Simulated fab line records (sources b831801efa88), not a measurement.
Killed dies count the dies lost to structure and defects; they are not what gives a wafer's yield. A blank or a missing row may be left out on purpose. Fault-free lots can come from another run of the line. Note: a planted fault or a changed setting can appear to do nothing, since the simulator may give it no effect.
Chamber matching | flow sfqLine | pecvd-02 running SFQ_TRILAYER_I7_DEP_PECVD_183: 3 sister chambers
The step deposits SiO2 from SiH4/N2O, time 111.11 s, target thk 500 nm. 6 wafers are shown with their chamber, then 6 later ones without.

EACH WAFER AND ITS CHAMBER
wafer  | chamber | showerheadVppV (V) | throttleValvePct (%)
L187.4 | 1       | 842                | 24.2
L188.1 | 0       | 816                | 25.8
L188.5 | 2       | 896                | 25.1
L188.6 | 0       | 830                | 25.9
L193.1 | 2       | 896                | 25.7
L193.2 | 1       | 838                | 24.3

WAFERS WHOSE CHAMBER IS MISSING
wafer  | showerheadVppV (V) | throttleValvePct (%)
L193.4 | 903                | 25.7
L196.1 | 821                | 27.0
L196.3 | 900                | 25.5
L208.2 | 911                | 25.8
L208.4 | 901                | 25.9
L208.5 | 836                | 24.6

WHICH CHAMBER EACH ONE RAN IN
wafer  | from the rows above | in truth
L193.4 | 2                   | 2
L196.1 | 0                   | 0
L196.3 | 2                   | 2
L208.2 | 2                   | 2
L208.4 | 2                   | 2
L208.5 | 1                   | 1
Correctly placed: 6 of 6. Can't be placed from these rows: 0. Wrongly placed: 0.
How it was worked out, from the rows above alone: a wafer's distance from a chamber is the root of the sum, over the readings, of the square of ((its reading less the chamber's mean) divided by the reading's scatter). If the next closest chamber is less than 2 further off than the closest, the wafer can't be placed; otherwise it belongs to the closest. Each chamber's mean is taken over the wafers shown for it. The scatter: take each reading less its chamber's mean, square it, sum over the shown wafers, divide by the number of wafers less the number of chambers, and take the root.
